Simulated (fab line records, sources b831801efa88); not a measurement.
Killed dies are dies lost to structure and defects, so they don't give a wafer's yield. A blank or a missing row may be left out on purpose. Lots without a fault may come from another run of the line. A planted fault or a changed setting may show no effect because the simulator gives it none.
fab line records | flow gf180mcu | part 2 of 2: steps 29 to 41 of 41
record lots=5 wafers=15 last_day=33
route steps=602 shown V1@337 M2@362
lots that met no fault: from a run of the same line without faults
start_h: hours from the record's first day to the start of the lot's first wafer shown | wait_h: hours since the lot's step before | " the same as in the row above | L1.1+2: a row that stands for several wafers | - no value, or no start given | * or withheld: withheld | < > ~ a bound
route shown NAME@n: a module of which the file shows steps, and the number in the route of the first | usual: mean/standard deviation of fault-free wafers | same: alike in all rows | chamber/n: place in a boat | sites: the reading at each site | _std_site: their standard deviation | _edge_site: outer sites' mean less inner sites' | radius_mm: how far each site lies from the wafer's centre | mask NAME#n: copy n | behind: the tool/chamber that last shaped the wafer | hold: why the lot was held/for how many hours/how that ended | device: the transistor (n, p or np) that didn't switch | end of line: the same wafers' tests at the end of the route | a step without rows: its recipe alone | killed: dies lost to structure and defects at the first sort, not the wafer's yield | map: a wafer's dies, x killed, . not, _ none there
set.NAME: the setting as run; set.NAME@STEP: as run at that earlier step | model.NAME: the simulator's own value behind a step, which no gauge read
lots at some steps of the route; a table a step, a row a wafer
services: from which hour (start_h, from the record's first day; less than 0 if before it) a tool's chamber was out of use, for how many hours, and why
## steps
# step GF_M2_SPUTTER_03
# recipe material=Ti target_thk_nm=10 substrate_temp_c=300 chamber_pressure_pa=0.3 power_w=3000 time_s=6.7
# usual cathode_dc_power_W=3000.0/0.56 throttle_valve_pct=30.1/0.82
# columns lot.wafer tool chamber start_h wait_h cathode_dc_power_W throttle_valve_pct
L076.3 pvd_sputter-03 - 438.44 0.0 2999.5 29.5
L076.4 " - " " 3000.0 29.9
L076.6 " - " " 3000.9 30.2
L082.1 pvd_sputter-04 - 485.86 0.0 3000.6 29.2
L082.5 " - " " 3000.5 29.4
L082.6 " - " " 3000.5 29.9
L083.3 pvd_sputter-04 - 491.56 0.0 2999.7 29.3
L083.4 " - " " 2999.7 29.4
L083.5 " - " " 2998.6 30.7
L092.1 pvd_sputter-02 - 566.83 0.0 3000.9 29.9
L092.4 " - " " 2999.3 30.9
L092.5 " - " " 2999.4 31.0
L094.1 pvd_sputter-02 - 587.12 0.0 3000.3 29.8
L094.2 " - " " 3001.2 30.7
L094.4 " - " " 2999.9 31.2
# step GF_M2_SPUTTER_04
# recipe material=TiN target_thk_nm=50 power_w=6500 time_s=41.7 chamber_pressure_pa=0.4
# usual cathode_dc_power_W=6499.9/1.2 throttle_valve_pct=30.1/0.84
# columns lot.wafer tool chamber start_h wait_h cathode_dc_power_W throttle_valve_pct
L076.3 pvd_sputter-03 - 438.46 0.0 6498.0 29.6
L076.4 " - " " 6499.4 29.7
L076.6 " - " " 6500.8 30.2
L082.1 pvd_sputter-04 - 485.88 0.0 6501.0 29.3
L082.5 " - " " 6498.4 29.1
L082.6 " - " " 6500.0 30.1
L083.3 pvd_sputter-04 - 491.58 0.0 6502.8 29.4
L083.4 " - " " 6501.4 29.0
L083.5 " - " " 6498.1 31.1
L092.1 pvd_sputter-02 - 566.85 0.0 6500.9 30.0
L092.4 " - " " 6500.6 30.9
L092.5 " - " " 6500.1 30.7
L094.1 pvd_sputter-02 - 587.14 0.0 6500.1 29.8
L094.2 " - " " 6501.0 30.6
L094.4 " - " " 6499.6 31.0
# step GF_M2_RS_MEAS_05
# recipe thk_meas_gauge=four-point-probe reads=TiN_of_M2_SPUTTER_04+Ti_of_M2_SPUTTER_03+AlCu_of_M2_SPUTTER_02+TiN_of_M2_SPUTTER_01+Ti_of_M2_SPUTTER_00
# usual M2_ALCU_RS=0.0696/0.00085
# columns lot.wafer tool chamber start_h wait_h M2_ALCU_RS[ohm/sq]
L076.3 film_metro-02 - 438.54 0.1 0.0694
L076.4 " - " " 0.0700
L076.6 " - " " 0.0694
L082.1 film_metro-04 - 485.92 0.0 0.0704
L082.5 " - " " 0.0713
L082.6 " - " " 0.0703
L083.3 film_metro-04 - 491.66 0.1 0.0704
L083.4 " - " " 0.0709
L083.5 " - " " 0.0697
L092.1 film_metro-03 - 566.89 0.0 0.0697
L092.4 " - " " 0.0696
L092.5 " - " " 0.0702
L094.1 film_metro-03 - 587.18 0.0 0.0692
L094.2 " - " " 0.0690
L094.4 " - " " 0.0700
# step GF_M2_THK_MEAS_06
# recipe thk_meas_gauge=xrf reads=AlCu_of_M2_SPUTTER_02
# usual M2_ALCU_THK=446/7.2
# columns lot.wafer tool chamber start_h wait_h M2_ALCU_THK[nm]
L076.3 film_metro-02 - 438.64 0.1 445
L076.4 " - " " 440
L076.6 " - " " 445
L082.1 film_metro-04 - 486.04 0.1 438
L082.5 " - " " 429
L082.6 " - " " 437
L083.3 film_metro-04 - 491.76 0.1 434
L083.4 " - " " 432
L083.5 " - " " 441
L092.1 film_metro-03 - 567.01 0.1 448
L092.4 " - " " 451
L092.5 " - " " 443
L094.1 film_metro-03 - 587.30 0.1 451
L094.2 " - " " 453
L094.4 " - " " 448
# step GF_M2_DEHYDRATE_07
# recipe temp_c=200 time_s=60
# columns lot.wafer tool chamber start_h wait_h
L076.3+4+6 litho_track-03 0 450.31 11.7
L082.1+5+6 litho_track-01 0 497.30 11.2
L083.3+4+5 litho_track-01 0 502.90 11.1
L092.1+4+5 litho_track-03 0 577.41 10.4
L094.1+2+4 litho_track-01 0 597.50 10.2
# step GF_M2_HMDS_08
# recipe prime_time_s=60 prime_temp_c=120
# columns lot.wafer tool chamber start_h wait_h
L076.3+4+6 litho_track-03 0 450.46 0.1
L082.1+5+6 litho_track-01 0 497.45 0.1
L083.3+4+5 litho_track-01 0 503.05 0.1
L092.1+4+5 litho_track-03 0 577.56 0.1
L094.1+2+4 litho_track-01 0 597.65 0.1
# step GF_M2_COAT_09
# recipe resist=KrF spin_rpm=withheld resist_thk_nm=1000
# columns lot.wafer tool chamber start_h wait_h
L076.3+4+6 litho_track-03 0 450.61 0.1
L082.1+5+6 litho_track-01 0 497.60 0.1
L083.3+4+5 litho_track-01 0 503.20 0.1
L092.1+4+5 litho_track-03 0 577.71 0.1
L094.1+2+4 litho_track-01 0 597.80 0.1
# step GF_M2_SOFTBAKE_10
# recipe temp_c=130 time_s=60 resist=KrF
# columns lot.wafer tool chamber start_h wait_h
L076.3+4+6 litho_track-03 0 450.76 0.1
L082.1+5+6 litho_track-01 0 497.75 0.1
L083.3+4+5 litho_track-01 0 503.35 0.1
L092.1+4+5 litho_track-03 0 577.86 0.1
L094.1+2+4 litho_track-01 0 597.95 0.1
# step GF_M2_EXPOSE_11
# recipe mask_id=Metal2 target_cd_nm=280 na=0.68 source_shape=conventional sigma_outer=0.6 dose_mj=28
# columns lot.wafer tool chamber start_h wait_h mask
L076.3+4+6 krf_scanner-01 0 - - Metal2#0
L082.1+5+6 krf_scanner-01 0 - - Metal2#0
L083.3+4+5 krf_scanner-01 0 - - Metal2#0
L092.1+4+5 krf_scanner-02 0 - - Metal2#0
L094.1+2+4 krf_scanner-01 0 - - Metal2#0
# step GF_M2_PEB_12
# recipe peb_temp_c=135 peb_time_s=90 resist=KrF
# same peb_time_s=90
# columns lot.wafer tool chamber start_h wait_h
L076.3+4+6 litho_track-02 0 - -
L082.1+5+6 litho_track-01 0 - -
L083.3+4+5 litho_track-02 0 - -
L092.1+4+5 litho_track-02 0 - -
L094.1+2+4 litho_track-03 0 - -
# step GF_M2_DEVELOP_13
# recipe develop_time_s=60 dev_temp_c=21
# columns lot.wafer tool chamber start_h wait_h
L076.3+4+6 litho_track-02 0 462.74 0.1
L082.1+5+6 litho_track-01 0 509.40 0.2
L083.3+4+5 litho_track-02 0 514.74 0.1
L092.1+4+5 litho_track-02 0 588.84 0.2
L094.1+2+4 litho_track-03 0 607.51 0.2
# step GF_M2_CD_MEAS_14
# recipe target_cd_nm=280
# usual cd_nm=280.0/1.2
# columns lot.wafer tool chamber start_h wait_h cd_nm
L076.3 cd_sem-02 - 462.88 0.1 279.1
L076.4 " - " " 279.5
L076.6 " - " " 279.5
L082.1 cd_sem-02 - 509.55 0.1 279.1
L082.5 " - " " 277.4
L082.6 " - " " 278.5
L083.3 cd_sem-01 - 514.88 0.1 279.0
L083.4 " - " " 278.7
L083.5 " - " " 279.2
L092.1 cd_sem-01 - 588.99 0.1 279.7
L092.4 " - " " 280.3
L092.5 " - " " 280.6
L094.1 cd_sem-02 - 607.66 0.1 279.8
L094.2 " - " " 276.9
L094.4 " - " " 278.3
# step GF_M2_OVL_MEAS_15
# usual M2_OVL=-3/5.8
# columns lot.wafer tool chamber start_h wait_h M2_OVL[nm]
L076.3 overlay-01 - 462.97 0.1 -12
L076.4 " - " " -17
L076.6 " - " " -9
L082.1 overlay-01 - 509.67 0.1 3
L082.5 " - " " 4
L082.6 " - " " -2
L083.3 overlay-02 - 514.97 0.1 -13
L083.4 " - " " -3
L083.5 " - " " -13
L092.1 overlay-02 - 589.11 0.1 -2
L092.4 " - " " -4
L092.5 " - " " -2
L094.1 overlay-02 - 607.78 0.1 7
L094.2 " - " " 6
L094.4 " - " " 1
## services
# columns tool chamber start_h hours kind
cmp-01 - 393.51 0.3 repair
cmp-01 - 404.00 4.0 pm
pvd_sputter-04 - 406.63 0.6 repair
rie_diel-02 3 418.20 1.6 repair
pvd_sputter-03 - 422.02 0.7 repair
krf_scanner-02 - 430.00 2.1 repair
pvd_sputter-04 - 432.73 2.1 repair
cmp-01 - 438.59 3.9 repair
pvd_sputter-04 - 443.83 5.2 repair
cmp-01 - 444.92 5.4 pm
rie_diel-02 3 446.73 6.9 repair
pvd_sputter-04 - 467.07 6.6 repair
rie_diel-02 0 470.74 15.1 repair
krf_scanner-02 - 481.41 0.8 pm
pvd_sputter-01 - 491.49 1.6 repair
krf_scanner-02 - 493.60 6.8 repair
krf_scanner-02 - 502.53 1.3 pm
pvd_sputter-02 - 513.99 8.7 repair
krf_scanner-02 - 532.66 1.0 pm
cmp-01 - 549.23 1.3 repair
pvd_sputter-04 - 569.57 11.1 repair
krf_scanner-02 - 596.68 4.4 pm
cmp-01 - 596.73 1.4 repair
pvd_sputter-03 - 598.66 4.5 repair
